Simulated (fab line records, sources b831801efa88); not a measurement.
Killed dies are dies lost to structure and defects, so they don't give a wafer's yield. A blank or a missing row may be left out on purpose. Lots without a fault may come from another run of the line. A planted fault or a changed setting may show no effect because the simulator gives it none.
Which tool did it? | flow sky130 | 12 lots, 36 wafers sampled, at 5 steps of a route of 708

WHAT THE GAUGES READ, wafer by wafer
SKY_PWDE_TW_MEAS_10.
lot  | measured    | on            | PWDE_TW
L423 | day 4 01:09 | film_metro-04 | 378.6 376.5 375.7
L424 | day 4 06:21 | film_metro-04 | 375.8 377.0 375.5
L425 | day 4 10:20 | film_metro-04 | 376.5 378.3 375.3
L426 | day 4 12:52 | film_metro-02 | 378.7 376.9 378.1
L427 | day 4 16:45 | film_metro-04 | 377.5 376.8 375.4
L429 | day 5 02:18 | film_metro-04 | 378.7 379.7 377.4
L430 | day 6 01:10 | film_metro-04 | 375.2 375.7 374.8
L433 | day 6 07:55 | film_metro-02 | 374.4 373.5 374.5
L435 | day 7 10:21 | film_metro-04 | 375.8 376.9 376.2
L438 | day 7 18:37 | film_metro-04 | 403.8 402.4 403.2 402.8 401.5 404.5
L440 | day 7 23:43 | film_metro-04 | 402.8 401.9 403.5 401.8 404.1 401.1
L442 | day 8 05:27 | film_metro-02 | 402.9 401.6 400.8 400.4 400.4 401.4

SKY_NWELL_RS_MEAS_31: measures by four-point-probe.
lot  | measured     | on            | PWDE_RS (ohm/sq)
L423 | day 5 09:33  | film_metro-03 | 5229 5253 5249
L424 | day 5 16:39  | film_metro-02 | 5301 5308 5306
L425 | day 5 20:51  | film_metro-03 | 5261 5241 5268
L426 | day 5 23:43  | film_metro-04 | 5246 5236 5250
L427 | day 6 04:09  | film_metro-02 | 5264 5269 5263
L429 | day 6 16:25  | film_metro-04 | 5271 5255 5256
L430 | day 7 16:22  | film_metro-04 | 5254 5266 5244
L433 | day 7 23:43  | film_metro-02 | 5260 5266 5261
L435 | day 9 05:13  | film_metro-04 | 5255 5265 5245
L438 | day 9 13:38  | film_metro-04 | 4390 4404 4393 4385 4413 4402
L440 | day 9 18:41  | film_metro-04 | 4395 4416 4397 4412 4404 4400
L442 | day 10 01:52 | film_metro-04 | 4381 4374 4382 4384 4373 4376

SKY_METAL2_OVL_MEAS_16.
lot  | measured     | on         | METAL2_OVL (nm)
L423 | day 35 02:54 | overlay-01 | -2 -3 -7
L424 | day 35 02:34 | overlay-01 | 3 0 -8
L425 | day 35 11:39 | overlay-01 | 1 -7 -2
L426 | day 35 16:30 | overlay-01 | 5 2 0
L427 | day 35 21:47 | overlay-01 | 5 -6 3
L429 | day 36 17:01 | overlay-01 | 1 2 0
L430 | day 37 15:26 | overlay-02 | -5 1 -1
L433 | day 38 06:47 | overlay-01 | -7 -3 -2
L435 | day 39 13:27 | overlay-02 | 6 6 4

WHICH TOOL RAN EACH LOT (tool, then ch and the chambers of the sampled wafers, then the start)
lot  | SKY_PWDE_IMPLANT_08            | SKY_METAL1_DESCUM_17
L423 | implanter-02 ch 0, day 4 00:54 | rie_metal-03 ch 0,1, day 32 17:38
L424 | implanter-01 ch 0, day 4 06:06 | rie_metal-01 ch 0,1, day 32 17:43
L425 | implanter-02 ch 0, day 4 10:07 | rie_metal-04 ch 0,1, day 33 04:08
L426 | implanter-02 ch 0, day 4 12:39 | rie_metal-04 ch 0,1, day 33 08:59
L427 | implanter-01 ch 0, day 4 16:30 | rie_metal-04 ch 0,1, day 33 13:44
L429 | implanter-02 ch 0, day 5 02:03 | rie_metal-04 ch 0,1, day 34 09:56
L430 | implanter-01 ch 0, day 6 00:55 | rie_metal-03 ch 0,1, day 35 08:01
L433 | implanter-01 ch 0, day 6 07:40 | rie_metal-01 ch 0, day 35 23:28
L435 | implanter-01 ch 0, day 7 10:06 | rie_metal-04 ch 1, day 37 08:43
L438 | implanter-01 ch 0, day 7 18:23 | -
L440 | implanter-01 ch 0, day 7 23:29 | -
L442 | implanter-01 ch 0, day 8 05:12 | -
- SKY_PWDE_IMPLANT_08
- SKY_METAL1_DESCUM_17: chemistry O2, time 8 s.

WHAT THE TOOLS THEMSELVES READ (means of the sampled wafers that have a number; where no wafer has one, the mark that the record gives instead)
SKY_PWDE_IMPLANT_08.
lot  | tool         | beam_energy_keV | dose_ions_cm2 | faraday_current_uA
L423 | implanter-02 | 150.05          | 3.6e+12       | 20.2
L424 | implanter-01 | 150.01          | 3.6e+12       | 20.1
L425 | implanter-02 | 150.01          | 3.6e+12       | 20.1
L426 | implanter-02 | 150.01          | 3.6e+12       | 20.2
L427 | implanter-01 | 150.05          | 3.6e+12       | 20.4
L429 | implanter-02 | 150.00          | 3.6e+12       | 20.0
L430 | implanter-01 | 150.02          | 3.6e+12       | 20.2
L433 | implanter-01 | 150.01          | 3.6e+12       | 20.1
L435 | implanter-01 | 150.02          | 3.6e+12       | 20.3
L438 | implanter-01 | 149.99          | 4.5e+12       | 25.6
L440 | implanter-01 | 149.98          | 4.5e+12       | 25.2
L442 | implanter-01 | 149.97          | 4.5e+12       | 25.1

SKY_METAL1_DESCUM_17.
lot  | tool         | drypump_motor_current_A (A) | he_backside_leak_sccm (sccm) | oes_product_au (a.u.) | temp_c (C)
L423 | rie_metal-03 | 5.65                        | 3.17                         | 1.005                 | 40.00
L424 | rie_metal-01 | 5.68                        | 3.33                         | 1.005                 | 40.00
L425 | rie_metal-04 | 5.74                        | 3.47                         | 1.016                 | 39.99
L426 | rie_metal-04 | 5.77                        | 3.49                         | 1.023                 | 40.02
L427 | rie_metal-04 | 5.51                        | 3.17                         | 1.016                 | 39.96
L429 | rie_metal-04 | 5.52                        | 3.29                         | 1.006                 | 39.89
L430 | rie_metal-03 | 5.65                        | 2.96                         | 1.007                 | 39.97
L433 | rie_metal-01 | 5.76                        | 3.51                         | 0.992                 | 39.93
L435 | rie_metal-04 | 6.01                        | 3.38                         | 1.013                 | 39.98

THE ANSWER, worked out from the rows above alone
Rule: what is usual is taken from the lots themselves. Put in order of their means at a reading, lots are off if they are a third of the lots or fewer, leave a main group of 4 or more, and stand apart from it by a gap of 3 or more times the standard deviation of the main group's means; of several such gaps the widest counts. A main group whose means are all the same, to the digits that the tables above print for the reading, isn't used. A lot without any number at a reading at which 4 lots or more have one is off too. The other lots that the step has rows for count as sound. The gauges are gone through in route order, then the tools' own readings, and for those a lot's mean is taken as printed above. The first step at which some lot is off is used, and at that step the reading that is off furthest; a lot without a number counts as furthest.
Off: L438, L440, L442, at SKY_PWDE_TW_MEAS_10 (PWDE_TW). The main group: mean 376.5, standard deviation 1.2.
A tool fits if, at a process step before that reading, it ran every lot that is off, and no sound lot after the first of them. The gauges at SKY_PWDE_TW_MEAS_10 aren't tried: what is off there is off at SKY_PWDE_IMPLANT_08 too, on other tools, and a gauge's error can't cause that. One fits: implanter-01 at SKY_PWDE_IMPLANT_08. Its last sound lot is L435 (day 7 10:06), its first lot that is off L438 (day 7 18:23): a fault that began between those two fits.
The tool's own readings at SKY_PWDE_IMPLANT_08 bear it out: on the lots that are off they differ by more than 5 times the standard deviation of the sound lots' means. dose_ions_cm2 reads 4.5e+12 there against 3.6e+12 on the sound lots; faraday_current_uA reads 25.3 there against 20.2 on the sound lots.

WHAT THE SIMULATOR HAD PUT IN
Process parameter drift: implanter-01, from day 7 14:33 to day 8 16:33, at SKY_PWDE_IMPLANT_08. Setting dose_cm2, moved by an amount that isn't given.
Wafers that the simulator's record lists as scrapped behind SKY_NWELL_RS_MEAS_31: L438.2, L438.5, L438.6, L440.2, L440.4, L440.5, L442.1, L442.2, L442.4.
Lots struck among those shown: L438, L440, L442. The rule above found the same.
